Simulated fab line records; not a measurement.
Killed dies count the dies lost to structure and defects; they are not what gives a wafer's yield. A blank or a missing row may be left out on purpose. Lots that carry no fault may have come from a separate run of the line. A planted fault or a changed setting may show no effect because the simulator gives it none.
fab line records + flow sky130
[record]
- lots = 6
- wafers = 18
- lastDay = 50
route steps=708 shown METAL1@442 PAD_OPEN@708
lots with no fault: from the same line, run without faults
startH: start of the lot's first displayed wafer, in hours after the record's first day + waitH: hours from the lot's prior step to this one + " the same as in the row above + L1.1+2: a row that stands for several wafers + - no value present, or no start provided + * or withheld: withheld + < > ~ a bound
route shown NAME@n: NAME is a module with steps in the file, n the number in the route of the first one + usual: the fault-free wafers' mean and standard deviation + same: alike in all rows + chamber/n: place in a boat + sites: per-site readings + _std_site: standard deviation of those values + _edge_site: mean of outer sites minus mean of inner sites + radiusMm: for every site, how far away it sits from the centre of the wafer + mask NAME#n: copy n + behind: the last tool/chamber to shape the wafer + hold: why the lot went on hold/how many hours it stayed there/how the hold came to an end + device: the n, p or np transistor that did not switch + end of line: at the end of the route, the tests of the same wafers + step lacking rows: just its recipe + killed: the dies lost at the first sort to structure and to defects; this is not the yield of the wafer + map: a wafer's dies, x killed, . not, _ none there
set.NAME: the run value of the setting; set.NAME@STEP: its run value at that earlier step + model.NAME: the simulator's own value behind a step, which no gauge read
lots at selected steps of the route; one table per step, one row per wafer
services: when a tool's chamber went out of use (startH, in hours from the record's first day, below 0 if earlier), for how many hours, and the reason
[[steps]]
[step SKY_METAL1_HMDS_08]
[recipe]
- primeTimeS = 60
- primeTempC = 120
[step SKY_METAL1_COAT_09]
[recipe]
- resist = BARC
- tempC = withheld
- timeS = withheld
- spinRpm = 3000
- resistThkNm = 60
[step SKY_METAL1_COAT_10]
[recipe]
- resist = KrF-thick
- spinRpm = 3000
- resistThkNm = 450
[step SKY_METAL1_SOFTBAKE_11]
[recipe]
- tempC = 100
- timeS = 90
- resist = KrF-thick
[step SKY_METAL1_EXPOSE_12]
[recipe]
- maskId = MM1
- na = 0.8
- sourceShape = annular
- sigmaInner = 0.55
- sigmaOuter = 0.85
- targetCdNm = 140
- doseMj = 28
[step SKY_METAL1_PEB_13]
[recipe]
- pebTempC = withheld
- pebTimeS = withheld
- resist = KrF-thick
[step SKY_METAL1_DEVELOP_14]
[recipe]
- developTimeS = 60
- resist = KrF-thick
- devTempC = 21
[step SKY_METAL1_CD_MEAS_15]
[recipe]
- targetCdNm = 140
[usual]
- cdNm = 139.5/1.7
| lot.wafer | tool     | chamber | startH | waitH | cdNm  |
|-----------|----------|---------|--------|-------|-------|
| L834.1    | cdSem-02 | -       | 793.29 | -     | 139.6 |
| L834.2    | "        | -       | "      | "     | 140.8 |
| L834.3    | "        | -       | "      | "     | 140.3 |
| L846.2    | cdSem-02 | -       | 899.82 | -     | 140.1 |
| L846.3    | "        | -       | "      | "     | 139.4 |
| L846.4    | "        | -       | "      | "     | 141.3 |
| L849.1    | cdSem-01 | -       | 910.28 | -     | 143.0 |
| L849.5    | "        | -       | "      | "     | 142.0 |
| L849.6    | "        | -       | "      | "     | 142.6 |
| L850.1    | cdSem-02 | -       | 917.35 | -     | 141.6 |
| L850.3    | "        | -       | "      | "     | 141.8 |
| L850.5    | "        | -       | "      | "     | 140.6 |
| L851.2    | cdSem-01 | -       | 919.90 | -     | 138.6 |
| L851.4    | "        | -       | "      | "     | 138.4 |
| L851.6    | "        | -       | "      | "     | 137.7 |
| L852.1    | cdSem-01 | -       | 932.33 | -     | 140.7 |
| L852.2    | "        | -       | "      | "     | 140.4 |
| L852.6    | "        | -       | "      | "     | 140.4 |
[step SKY_METAL1_OVL_MEAS_16]
[usual]
- METAL1_OVL = -6/4.5
| lot.wafer | tool       | chamber | startH | waitH | METAL1_OVL[nm] |
|-----------|------------|---------|--------|-------|----------------|
| L834.1    | overlay-02 | -       | 793.41 | 0.1   | 0              |
| L834.2    | "          | -       | "      | "     | -7             |
| L834.3    | "          | -       | "      | "     | 1              |
| L846.2    | overlay-02 | -       | 899.92 | 0.1   | -4             |
| L846.3    | "          | -       | "      | "     | -7             |
| L846.4    | "          | -       | "      | "     | -3             |
| L849.1    | overlay-02 | -       | 910.40 | 0.1   | -5             |
| L849.5    | "          | -       | "      | "     | 1              |
| L849.6    | "          | -       | "      | "     | -4             |
| L850.1    | overlay-02 | -       | 917.47 | 0.1   | -4             |
| L850.3    | "          | -       | "      | "     | -3             |
| L850.5    | "          | -       | "      | "     | -5             |
| L851.2    | overlay-01 | -       | 920.01 | 0.1   | -3             |
| L851.4    | "          | -       | "      | "     | -4             |
| L851.6    | "          | -       | "      | "     | -10            |
| L852.1    | overlay-01 | -       | 932.45 | 0.1   | 1              |
| L852.2    | "          | -       | "      | "     | -8             |
| L852.6    | "          | -       | "      | "     | -7             |
[step SKY_METAL1_DESCUM_17]
[recipe]
- chemistry = O2
- sourcePowerW = 150
- biasPowerW = 0
- pressureMtorr = 10
- tempC = 40
- timeS = 8
[usual]
- drypumpMotorCurrentA = 5.9/0.48
- oesProductAu = 1.007/0.012
- tempC = 40.01/0.11
| lot.wafer | tool        | chamber | startH | waitH | drypumpMotorCurrentA | oesProductAu | rfHoursCounterH | tempC |
|-----------|-------------|---------|--------|-------|----------------------|--------------|-----------------|-------|
| L834.1    | rieMetal-04 | 0       | 793.45 | 0.0   | 5.1                  | 1.010        | 7               | 39.93 |
| L834.2    | "           | 1       | "      | "     | 6.2                  | 1.020        | 13              | 39.92 |
| L834.3    | "           | 1       | "      | "     | 6.2                  | 1.023        | -               | 39.96 |
| L846.2    | rieMetal-04 | 1       | 899.95 | 0.0   | 6.2                  | 1.013        | 17              | 39.98 |
| L846.3    | "           | 1       | "      | "     | 6.2                  | 1.019        | -               | 40.02 |
| L846.4    | "           | 0       | "      | "     | 5.0                  | 1.005        | -               | 40.04 |
| L849.1    | rieMetal-04 | 0       | 910.44 | 0.0   | 5.1                  | 1.014        | 13              | 39.88 |
| L849.5    | "           | 0       | "      | "     | 5.1                  | 1.017        | -               | 40.14 |
| L849.6    | "           | 0       | "      | "     | 5.1                  | 1.013        | -               | 39.91 |
| L850.1    | rieMetal-02 | 1       | 917.50 | 0.0   | 6.2                  | 1.002        | 1               | 40.01 |
| L850.3    | "           | 1       | "      | "     | 6.2                  | 1.007        | -               | 39.82 |
| L850.5    | "           | 1       | "      | "     | 6.2                  | 0.993        | -               | 40.07 |
| L851.2    | rieMetal-03 | 0       | 920.04 | 0.0   | 6.5                  | 1.000        | 7               | 39.99 |
| L851.4    | "           | 1       | "      | "     | 6.0                  | 0.980        | -               | 39.88 |
| L851.6    | "           | 1       | "      | "     | 6.0                  | 0.987        | -               | 39.86 |
| L852.1    | rieMetal-03 | 0       | 932.49 | 0.0   | 6.5                  | 0.999        | 7               | 40.06 |
| L852.2    | "           | 1       | "      | "     | 6.0                  | 0.988        | 2               | 40.03 |
| L852.6    | "           | 0       | "      | "     | 6.5                  | 1.013        | -               | 40.05 |
[step SKY_METAL1_ETCH_18]
[recipe]
- chemistry = N2/H2
- target = BARC
- ionEnergyEv = 200
- biasW = 100
- pressureMtorr = 30
- n2FlowSccm = 100
- h2FlowSccm = 200
- icpW = 500
- stopOn = SiO2
- timeS = 45.9
- targetDepthA = 600
[usual]
- biasW = 100.0/0.31
- drypumpMotorCurrentA = 5.9/0.48
- n2FlowSccm = 100.0/0.34
- oesProductAu = 0.853/0.0049
- throttleValvePct = 13.227/0.01
| lot.wafer | tool        | chamber | startH | waitH | biasW | drypumpMotorCurrentA | n2FlowSccm | oesProductAu | rfHoursCounterH | throttleValvePct |
|-----------|-------------|---------|--------|-------|-------|----------------------|------------|--------------|-----------------|------------------|
| L834.1    | rieMetal-04 | 0       | 793.48 | 0.0   | 99.9  | 5.1                  | 100.4      | 0.853        | 7               | 13.220           |
| L834.2    | "           | 1       | "      | "     | 100.0 | 6.2                  | 99.9       | 0.853        | 13              | 13.233           |
| L834.3    | "           | 1       | "      | "     | 99.8  | 6.2                  | 100.1      | 0.845        | -               | 13.206           |
| L846.2    | rieMetal-04 | 1       | 899.98 | 0.0   | 100.2 | 6.2                  | 100.2      | 0.851        | 17              | 13.226           |
| L846.3    | "           | 1       | "      | "     | 100.1 | 6.2                  | 100.5      | 0.848        | -               | 13.244           |
| L846.4    | "           | 0       | "      | "     | 99.7  | 5.1                  | 99.4       | 0.861        | -               | 13.205           |
| L849.1    | rieMetal-04 | 0       | 910.50 | 0.1   | 99.7  | 5.1                  | 99.8       | 0.857        | 13              | 13.214           |
| L849.5    | "           | 0       | "      | "     | 99.3  | 5.1                  | 100.0      | 0.864        | -               | 13.225           |
| L849.6    | "           | 0       | "      | "     | 99.8  | 5.0                  | 100.2      | 0.856        | -               | 13.235           |
| L850.1    | rieMetal-02 | 1       | 917.53 | 0.0   | 100.0 | 6.2                  | 100.0      | 0.849        | 1               | 13.215           |
| L850.3    | "           | 1       | "      | "     | 99.7  | 6.2                  | 100.2      | 0.851        | -               | 13.235           |
| L850.5    | "           | 1       | "      | "     | 100.2 | 6.2                  | 100.3      | 0.856        | -               | 13.213           |
| L851.2    | rieMetal-03 | 0       | 920.07 | 0.0   | 100.4 | 6.5                  | 100.3      | 0.855        | 7               | 13.229           |
| L851.4    | "           | 1       | "      | "     | 99.1  | 6.0                  | 100.7      | 0.853        | -               | 13.230           |
| L851.6    | "           | 1       | "      | "     | 100.0 | 6.0                  | 100.1      | 0.853        | -               | 13.215           |
| L852.1    | rieMetal-03 | 0       | 932.52 | 0.0   | 100.3 | 6.5                  | 99.6       | 0.854        | 7               | 13.234           |
| L852.2    | "           | 1       | "      | "     | 100.3 | 6.0                  | 100.5      | 0.854        | 2               | 13.228           |
| L852.6    | "           | 0       | "      | "     | 100.4 | 6.5                  | 99.8       | 0.847        | -               | 13.225           |
[step SKY_METAL1_METAL_ETCH_19]
[recipe]
- targetDepthA = 3600
- stopOn = SiO2
- overEtchFrac = 0.3
- timeS = 78
- chemistry = Cl2/BCl3
- resistSidewallDeg = 88
- pressureMtorr = 10
- icpW = 900
- biasW = 48.5
- Cl2_flow_sccm = 60
- bcl3FlowSccm = 30
[usual]
- biasW = 48.50/0.14
- drypumpMotorCurrentA = 5.9/0.48
- oesProductAu = 0.854/0.0063
- throttleValvePct = 22.265/0.0089
| lot.wafer | tool        | chamber | startH | waitH | biasW | drypumpMotorCurrentA | oesProductAu | rfHoursCounterH | throttleValvePct |
|-----------|-------------|---------|--------|-------|-------|----------------------|--------------|-----------------|------------------|
| L834.1    | rieMetal-04 | 0       | 793.55 | 0.0   | 48.47 | 5.0                  | 0.848        | 7               | 22.256           |
| L834.2    | "           | 1       | "      | "     | 48.67 | 6.2                  | 0.841        | 13              | 22.276           |
| L834.3    | "           | 1       | "      | "     | 48.58 | 6.2                  | 0.850        | -               | 22.275           |
| L846.2    | rieMetal-04 | 1       | 900.05 | 0.0   | 48.43 | 6.2                  | 0.862        | 17              | 22.272           |
| L846.3    | "           | 1       | "      | "     | 48.56 | 6.2                  | 0.852        | -               | 22.255           |
| L846.4    | "           | 0       | "      | "     | 48.42 | 5.1                  | 0.853        | -               | 22.247           |
| L849.1    | rieMetal-04 | 0       | 910.63 | 0.1   | 48.46 | 5.0                  | 0.865        | 13              | 22.253           |
| L849.5    | "           | 0       | "      | "     | 48.48 | 5.0                  | 0.853        | -               | 22.269           |
| L849.6    | "           | 0       | "      | "     | 48.39 | 5.0                  | 0.859        | -               | 22.281           |
| L850.1    | rieMetal-02 | 1       | 917.60 | 0.0   | 48.58 | 6.2                  | 0.846        | 1               | 22.283           |
| L850.3    | "           | 1       | "      | "     | 48.36 | 6.2                  | 0.851        | -               | 22.254           |
| L850.5    | "           | 1       | "      | "     | 48.62 | 6.2                  | 0.847        | -               | 22.265           |
| L851.2    | rieMetal-03 | 0       | 920.13 | 0.0   | 48.45 | 6.5                  | 0.848        | 7               | 22.265           |
| L851.4    | "           | 1       | "      | "     | 48.51 | 6.0                  | 0.846        | -               | 22.266           |
| L851.6    | "           | 1       | "      | "     | 48.50 | 6.0                  | 0.844        | -               | 22.267           |
| L852.1    | rieMetal-03 | 0       | 932.58 | 0.0   | 48.57 | 6.5                  | 0.857        | 7               | 22.268           |
| L852.2    | "           | 1       | "      | "     | 48.76 | 6.0                  | 0.849        | 3               | 22.282           |
| L852.6    | "           | 0       | "      | "     | 48.38 | 6.5                  | 0.855        | -               | 22.259           |
[step SKY_METAL1_STRIP_20]
[recipe]
- chemistry = O2/N2
- powerW = 1400
- pressureMtorr = 1500
- platenTempC = withheld
- o2FlowSccm = 3000
- n2FlowSccm = 300
- overashFraction = 0.5
[usual]
- chamberPressureMTorr = 1500.1/1.4
- drypumpMotorCurrentA = 5.6/0.44
- n2FlowSccm = 300.1/0.9
- oesProductAu = 0.342/0.0046
- stripTimeToEndpointS = 2.68/0.06
| lot.wafer | tool           | chamber | startH | waitH | chamberPressureMTorr | drypumpMotorCurrentA | n2FlowSccm | oesProductAu | rfHoursCounterH | stripTimeToEndpointS | model.KrF-thick_of_METAL1_COAT_10.thkNm |
|-----------|----------------|---------|--------|-------|----------------------|----------------------|------------|--------------|-----------------|----------------------|-----------------------------------------|
| L834.1    | plasmaAsher-02 | 1       | 793.64 | 0.1   | 1500.4               | 4.8                  | 300.0      | 0.343        | 98              | 2.61                 | 0                                       |
| L834.2    | "              | 0       | "      | "     | 1499.4               | 6.1                  | 301.0      | 0.335        | 98              | 2.57                 | 0                                       |
| L834.3    | "              | 0       | "      | "     | 1499.9               | 6.1                  | 300.7      | 0.342        | -               | 2.55                 | 0                                       |
| L846.2    | plasmaAsher-03 | 1       | 900.14 | 0.1   | -                    | -                    | -          | -            | -               | -                    | 150.4                                   |
| L846.3    | "              | 1       | "      | "     | -                    | -                    | -          | -            | -               | -                    | 148                                     |
| L846.4    | "              | 0       | "      | "     | -                    | -                    | -          | -            | -               | -                    | 150.8                                   |
| L849.1    | plasmaAsher-01 | 0       | 910.81 | 0.1   | -                    | -                    | -          | -            | -               | -                    | 155.3                                   |
| L849.5    | "              | 0       | "      | "     | -                    | -                    | -          | -            | -               | -                    | 155.8                                   |
| L849.6    | "              | 1       | "      | "     | -                    | -                    | -          | -            | -               | -                    | 156                                     |
| L850.1    | plasmaAsher-03 | 1       | 917.69 | 0.1   | 1498.9               | 6.1                  | 297.8      | 0.345        | 49              | 2.75                 | 0                                       |
| L850.3    | "              | 0       | "      | "     | 1502.3               | 5.8                  | 301.4      | 0.343        | -               | 2.69                 | 0                                       |
| L850.5    | "              | 1       | "      | "     | 1498.9               | 6.2                  | 298.3      | 0.341        | -               | 2.72                 | 0                                       |
| L851.2    | plasmaAsher-03 | 1       | 920.22 | 0.1   | 1500.0               | 6.1                  | 300.0      | 0.342        | 50              | 2.69                 | 0                                       |
| L851.4    | "              | 0       | "      | "     | 1499.1               | 5.8                  | 299.3      | 0.354        | -               | 2.81                 | 0                                       |
| L851.6    | "              | 1       | "      | "     | 1500.0               | 6.2                  | 298.4      | 0.345        | -               | 2.81                 | 0                                       |
| L852.1    | plasmaAsher-03 | 1       | 932.67 | 0.1   | 1499.8               | 6.1                  | 299.3      | 0.338        | 51              | 2.66                 | 0                                       |
| L852.2    | "              | 0       | "      | "     | 1501.0               | 5.8                  | 299.8      | 0.344        | 51              | 2.75                 | 0                                       |
| L852.6    | "              | 0       | "      | "     | 1498.9               | 5.8                  | 299.8      | 0.348        | -               | 2.67                 | 0                                       |
[step SKY_METAL1_STRIP_21]
[recipe]
- chemistry = postEtchResidueRemover
- timeS = 1200
- tempC = 72.5
[step SKY_PAD_OPEN_PROBE_99]
[usual]
- defectLimitedYield = 82.5/1.9
- killed_at_M0_to_M3 = 42/6.4
- killed_at_M4_up = 2.9/1.7
- killedAtContacts = 25/5.2
- killedAtFrontEnd = 16/4.4
- killedAtOther = 0.4/0.65
- killedDies = 86/9.2
- killedOnRim = 17/3.9
- killedOpen = 47/6.6
- killedShort = 39/5.8
- sort_bin_3_pad_short = 0.9/0.42
- sort_bin_5_function = 10.4/1.5
- sort_bin_6_memory = 6.3/1
- sortNPass = 406/9.2
- sortYieldPct = 82.5/1.9
[same]
- grossDies = 492
- killedAtBackSide = 0
- sort_bin_4_leakage[%] = 0
- sort_bin_8_speed[%] = 0
| lot.wafer | tool      | chamber | startH  | waitH | defectLimitedYield[%] | killed_at_M0_to_M3 | killed_at_M4_up | killedAtContacts | killedAtFrontEnd | killedAtOther | killedDies | killedOnRim | killedOpen | killedShort | sort_bin_3_pad_short[%] | sort_bin_5_function[%] | sort_bin_6_memory[%] | sortNPass | sortYieldPct[%] |
|-----------|-----------|---------|---------|-------|-----------------------|--------------------|-----------------|------------------|------------------|---------------|------------|-------------|------------|-------------|-------------------------|------------------------|----------------------|-----------|-----------------|
| L834.1    | prober-01 | -       | 1095.26 | 0.1   | 82.1                  | 49                 | 3               | 23               | 13               | 0             | 88         | 17          | 49         | 39          | 0.4                     | 11.2                   | 6.3                  | 404       | 82.1            |
| L834.2    | prober-01 | -       | 1095.31 | 0.1   | 85.0                  | 37                 | 2               | 20               | 15               | 0             | 74         | 25          | 42         | 32          | 0.4                     | 9.1                    | 5.5                  | 418       | 85.0            |
| L834.3    | prober-01 | -       | 1095.36 | 0.2   | 81.3                  | 52                 | 4               | 20               | 15               | 1             | 92         | 22          | 49         | 43          | 0.4                     | 12.2                   | 6.1                  | 400       | 81.3            |
| L846.2    | prober-02 | -       | 1177.33 | 0.1   | 0.4                   | 441                | 5               | 24               | 20               | 0             | 490        | 94          | 47         | 38          | 1.4                     | 92.3                   | 5.9                  | 2         | 0.4             |
| L846.3    | prober-02 | -       | 1177.38 | 0.2   | 0.4                   | 448                | 4               | 16               | 20               | 2             | 490        | 94          | 40         | 43          | 1.2                     | 92.5                   | 5.9                  | 2         | 0.4             |
| L846.4    | prober-02 | -       | 1177.43 | 0.2   | 0.2                   | 436                | 7               | 25               | 23               | 0             | 491        | 96          | 45         | 52          | 1.8                     | 92.9                   | 5.1                  | 1         | 0.2             |
| L849.1    | prober-01 | -       | 1183.16 | 0.1   | 0.4                   | 454                | 2               | 20               | 14               | 0             | 490        | 95          | 38         | 34          | 0.6                     | 92.7                   | 6.3                  | 2         | 0.4             |
| L849.5    | prober-01 | -       | 1183.36 | 0.2   | 1.2                   | 463                | 1               | 14               | 8                | 0             | 486        | 96          | 42         | 23          | 0.6                     | 92.9                   | 5.3                  | 6         | 1.2             |
| L849.6    | prober-01 | -       | 1183.41 | 0.2   | 0.4                   | 455                | 1               | 14               | 19               | 1             | 490        | 95          | 39         | 46          | 1.6                     | 90.2                   | 7.7                  | 2         | 0.4             |
| L850.1    | prober-01 | -       | 1186.97 | 0.1   | 78.7                  | 48                 | 2               | 35               | 20               | 0             | 105        | 21          | 61         | 44          | 0.8                     | 12.6                   | 7.9                  | 387       | 78.7            |
| L850.3    | prober-01 | -       | 1187.07 | 0.2   | 85.0                  | 37                 | 0               | 25               | 12               | 0             | 74         | 9           | 44         | 30          | 0.4                     | 7.7                    | 6.9                  | 418       | 85.0            |
| L850.5    | prober-01 | -       | 1187.17 | 0.2   | 83.5                  | 38                 | 3               | 21               | 18               | 1             | 81         | 18          | 38         | 43          | 1.6                     | 8.1                    | 6.7                  | 411       | 83.5            |
| L851.2    | prober-02 | -       | 1188.32 | 0.1   | 82.1                  | 45                 | 1               | 28               | 14               | 0             | 88         | 15          | 45         | 43          | 1.6                     | 10.2                   | 6.1                  | 404       | 82.1            |
| L851.4    | prober-02 | -       | 1188.42 | 0.2   | 80.9                  | 48                 | 1               | 30               | 15               | 0             | 94         | 17          | 51         | 43          | 1.2                     | 11.2                   | 6.7                  | 398       | 80.9            |
| L851.6    | prober-02 | -       | 1188.52 | 0.2   | 81.5                  | 43                 | 3               | 25               | 20               | 0             | 91         | 20          | 51         | 40          | 0.8                     | 11.8                   | 5.9                  | 401       | 81.5            |
| L852.1    | prober-02 | -       | 1198.12 | 0.1   | 81.1                  | 46                 | 4               | 24               | 19               | 0             | 93         | 17          | 50         | 42          | 1.0                     | 11.0                   | 6.9                  | 399       | 81.1            |
| L852.2    | prober-02 | -       | 1198.17 | 0.1   | 79.1                  | 46                 | 2               | 27               | 27               | 1             | 103        | 22          | 48         | 51          | 1.0                     | 12.8                   | 7.1                  | 389       | 79.1            |
| L852.6    | prober-02 | -       | 1198.37 | 0.2   | 82.1                  | 39                 | 6               | 18               | 25               | 0             | 88         | 14          | 55         | 33          | 0.6                     | 12.2                   | 5.1                  | 404       | 82.1            |
// killed by level:class
L834.1 VIA1:geometricParticle:open=12 VIA1:geometricParticle:short=8 LI_CONTACT:geometricParticle:open=7 CONTACT:geometricParticle:open=7 VIA2:geometricParticle:short=5 METAL1:geometricParticle:short=5 VIA2:geometricParticle:open=5 METAL3:geometricParticle:short=5
L834.2 CONTACT:geometricParticle:open=10 VIA1:geometricParticle:open=9 VIA3:geometricParticle:open=8 METAL2:geometricParticle:short=7 CONTACT:geometricParticle:short=6 POLY_GATE:geometricParticle:short=5 VIA2:geometricParticle:open=5 LI_CONTACT:geometricParticle:open=3
L834.3 VIA1:geometricParticle:open=14 VIA3:geometricParticle:short=8 VIA2:geometricParticle:open=8 LOCAL_INTERCONNECT:geometricParticle:short=6 CONTACT:geometricParticle:open=6 METAL1:geometricParticle:short=6 METAL2:geometricParticle:short=6 FIELD_ISO:geometricParticle:short=4
L846.2 VIA1:areaHdpcvd=405 LI_CONTACT:geometricParticle:open=9 FIELD_ISO:geometricParticle:short=7 VIA1:geometricParticle:short=7 VIA1:geometricParticle:open=7 FIELD_ISO:geometricParticle:open=6 VIA2:geometricParticle:open=6 VIA3:geometricParticle:open=5
L846.3 VIA1:areaHdpcvd=406 VIA1:geometricParticle:open=9 FIELD_ISO:geometricParticle:open=7 CONTACT:geometricParticle:open=7 FIELD_ISO:geometricParticle:short=6 METAL2:geometricParticle:short=6 VIA1:geometricParticle:short=5 METAL1:geometricParticle:short=5
L846.4 VIA1:areaHdpcvd=394 LI_CONTACT:geometricParticle:open=12 FIELD_ISO:geometricParticle:short=10 VIA1:geometricParticle:open=8 METAL2:geometricParticle:short=7 METAL4:geometricParticle:short=6 CONTACT:geometricParticle:short=5 CONTACT:geometricParticle:open=5
L849.1 VIA1:areaHdpcvd=418 VIA1:geometricParticle:open=9 CONTACT:geometricParticle:short=7 VIA2:geometricParticle:open=6 FIELD_ISO:geometricParticle:short=5 CONTACT:geometricParticle:open=5 FIELD_ISO:geometricParticle:open=4 VIA1:geometricParticle:short=4
L849.5 VIA1:areaHdpcvd=421 VIA1:geometricParticle:open=16 LI_CONTACT:geometricParticle:open=5 VIA1:geometricParticle:short=5 VIA2:geometricParticle:open=5 CONTACT:geometricParticle:open=4 METAL1:geometricParticle:short=4 METAL3:geometricParticle:short=4
L849.6 VIA1:areaHdpcvd=404 VIA1:geometricParticle:open=15 VIA1:geometricParticle:short=8 METAL1:geometricParticle:short=8 LOCAL_INTERCONNECT:geometricParticle:short=6 VIA2:geometricParticle:open=6 FIELD_ISO:geometricParticle:short=5 METAL2:geometricParticle:short=4
L850.1 CONTACT:geometricParticle:open=15 VIA1:geometricParticle:open=10 LI_CONTACT:geometricParticle:open=8 POLY_GATE:geometricParticle:short=7 METAL2:geometricParticle:short=7 VIA2:geometricParticle:open=7 POLY_GATE:geometricParticle:open=6 CONTACT:geometricParticle:short=6
L850.3 LI_CONTACT:geometricParticle:open=8 CONTACT:geometricParticle:open=7 VIA1:geometricParticle:open=7 LOCAL_INTERCONNECT:geometricParticle:short=6 VIA3:geometricParticle:open=6 FIELD_ISO:geometricParticle:short=5 METAL2:geometricParticle:short=5 FIELD_ISO:geometricParticle:open=4
L850.5 VIA1:geometricParticle:open=11 CONTACT:geometricParticle:open=10 METAL3:geometricParticle:short=8 FIELD_ISO:geometricParticle:short=7 POLY_GATE:geometricParticle:short=5 VIA3:geometricParticle:open=5 CONTACT:geometricParticle:short=4 FIELD_ISO:geometricParticle:open=2
L851.2 VIA1:geometricParticle:open=13 LI_CONTACT:geometricParticle:open=10 METAL2:geometricParticle:short=9 CONTACT:geometricParticle:open=6 CONTACT:geometricParticle:short=6 VIA1:geometricParticle:short=6 VIA3:geometricParticle:open=6 FIELD_ISO:geometricParticle:short=5
L851.4 VIA2:geometricParticle:open=10 CONTACT:geometricParticle:open=9 VIA1:geometricParticle:open=9 FIELD_ISO:geometricParticle:open=7 CONTACT:geometricParticle:short=7 VIA1:geometricParticle:short=7 LI_CONTACT:geometricParticle:open=6 METAL2:geometricParticle:short=6
L851.6 CONTACT:geometricParticle:open=11 METAL2:geometricParticle:short=9 VIA1:geometricParticle:open=8 LI_CONTACT:geometricParticle:open=7 FIELD_ISO:geometricParticle:short=6 METAL1:geometricParticle:short=6 VIA1:geometricParticle:short=6 POLY_GATE:geometricParticle:open=5
L852.1 VIA1:geometricParticle:open=15 FIELD_ISO:geometricParticle:short=8 LI_CONTACT:geometricParticle:open=8 CONTACT:geometricParticle:open=7 CONTACT:geometricParticle:short=6 VIA3:geometricParticle:open=6 FIELD_ISO:geometricParticle:open=4 METAL1:geometricParticle:short=4
L852.2 VIA1:geometricParticle:open=11 METAL1:geometricParticle:short=9 CONTACT:geometricParticle:open=8 LI_CONTACT:geometricParticle:open=6 CONTACT:geometricParticle:short=6 VIA3:geometricParticle:open=6 FIELD_ISO:geometricParticle:short=5 POLY_GATE:geometricParticle:short=5
L852.6 CONTACT:geometricParticle:open=9 VIA1:geometricParticle:open=9 FIELD_ISO:geometricParticle:open=7 POLY_GATE:geometricParticle:open=7 VIA3:geometricParticle:open=6 FIELD_ISO:geometricParticle:short=5 LI_CONTACT:geometricParticle:open=4 METAL1:geometricParticle:short=4
// map L846.4 (x killed, . not)
__________xxxxxxxxxx_________
________xxxxxxxxxxxxxx_______
______xxxxxxxxxxxxxxxxxx_____
_____xxxxxxxxxxxxxxxxxxxx____
____xxxxxxxxxxxxxxxxxxxxxx___
___xxxxxxxxxxxxxxxxxxxxxxxx__
__xxxxxxxxxxxxxxxxxxxxxxxxxx_
_xxxxxxxxxxxxxxxxxxxxxxxxxxxx
_xxxxxxxxxxxxxxxxxxxxxxxxxxxx
_xxxxxxxxxxxxxxxxxxxxxxxxxxxx
_xxxxxxxxxxxxxxxxxxxxxxxxxxxx
_xxxxxxxxxxxxxxxxxxxxxxxxxxxx
_xxxxxxxxxxxxxxxxxxxxxxxxxxxx
_xxxxxxxxxxxxxxxxxxxxxxxxxxxx
_xxxxxxxxxxxxxxxxxxxxxxxxxxxx
__xxxxxxxxxxxxxxxxxxxxxxxxxx_
___xxxxxxxxxxxxxxxxxxxxxxxx__
____xxxxxxxxxxxxxxxxxxxxxx___
_____xxxxxxxxxxxxxxxxxxxx____
______xxxxxxxxxxxxxxxxxx_____
________xxxxx.xxxxxxxx_______
__________xxxxxxxxxx_________
// map L849.1 (x killed, . not)
__________xxxxxxxxxx_________
________xxxxxxxxxxxxxx_______
______xxxxxxxxxxxxxxxxxx_____
_____xxxxxxxxxxxxxxxxxxxx____
____xxxxxxxxxxxxxxxxxxxxxx___
___xxxxxxxxxxxxxxxxxxxxxxxx__
__xxxxxxxxxxxxxxxxxxxxxxxxxx_
_xxxxxxxxxxxxxxxxxxxxxxxxxxxx
_xxxxxxxxxxxxxxxxxxxxxxxxxxxx
_xxxxxxxxxxxxxxxxxxxxxxxxxxxx
_xxxxxxxxxxxxxxxxxxxxxxxxxxxx
_xxxxxxxxxxxxxxxxxxxxxxxxxxxx
_xxxxxxxxxxxxxxxxxxxxxxxxxxxx
_xxxxxxxxxxxxxxxxxxxxxxxxxxxx
_xxxxxxxxxxxxxxxxxxxxxxxxxxxx
__xxxxxxxxxxxxxxxxxxxxxxxxxx_
___xxxxxxxxxxxxxxxxxxxxxxxx__
____xxxxxxxxxxxxxxxxxxxxxx___
_____xxxx.xxxxxxxxxxxxxxx____
______xxxxxxxxxxxxxxxxxx_____
________xxxxxxxxxxxxxx_______
__________xxxxxxxxx._________
[[services]]
| tool           | chamber | startH | hours | kind          |
|----------------|---------|--------|-------|---------------|
| rieMetal-03    | -       | 772.63 | 4.3   | pm            |
| plasmaAsher-01 | -       | 782.19 | 2.0   | repair        |
| plasmaAsher-02 | -       | 833.31 | 27.9  | repair        |
| plasmaAsher-02 | -       | 838.22 | 0.8   | repair        |
| rieMetal-03    | 1       | 848.47 | -     | clean         |
| rieMetal-03    | 1       | 848.47 | 22.5  | scheduledDown |
| rieMetal-03    | 1       | 848.47 | 22.5  | ventCycle     |
| rieMetal-03    | -       | 862.05 | 0.9   | repair        |
| rieMetal-02    | 1       | 865.96 | -     | clean         |
| rieMetal-02    | 1       | 865.96 | 23.7  | scheduledDown |
| rieMetal-02    | 1       | 865.96 | 23.7  | ventCycle     |
| rieMetal-03    | -       | 869.71 | 2.8   | pm            |
| plasmaAsher-03 | -       | 881.48 | 0.7   | repair        |
| rieMetal-03    | -       | 893.56 | 0.4   | repair        |
| rieMetal-04    | 1       | 900.73 | -     | clean         |
| rieMetal-04    | 1       | 900.73 | 18.5  | scheduledDown |
| rieMetal-04    | 1       | 900.73 | 18.5  | ventCycle     |
[[key]]
[firstSign]
- step = SKY_METAL1_STRIP_20
- reading = toolRecord
- direction = missing
[effect]
- step = SKY_PAD_OPEN_PROBE_99
- reading = killed_at_M0_to_M3
- direction = up
- sigmas = 64
- usual = 42
- struck = 450
[modelEffect]
- step = SKY_METAL1_STRIP_20
- value = KrF-thick_of_METAL1_COAT_10.thkNm
- without = 0
- struck = 152.7
[moreKillsBornAt]
- SKY_VIA1_HDPCVD_00@hdpcvd-02 = 1243
- SKY_VIA1_HDPCVD_00@hdpcvd-01 = 1205
metAt SKY_METAL1_STRIP_20
struckWafers L846.2,L846.3,L846.4,L849.1,L849.5,L849.6
laterRowsLeftOut L846.2,L846.3,L846.4,L849.1,L849.5,L849.6
[fault]
- kind = skippedStepWhole
- tool = plasmaAsher-01,plasmaAsher-03
- chamber = -
- onsetH = 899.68
- steps = SKY_METAL1_STRIP_20
- scope = struckLotsOnly
// laterRowsLeftOut: the simulator's readings of these wafers behind a module that went badly wrong aren't trusted and aren't shown, but for the sort
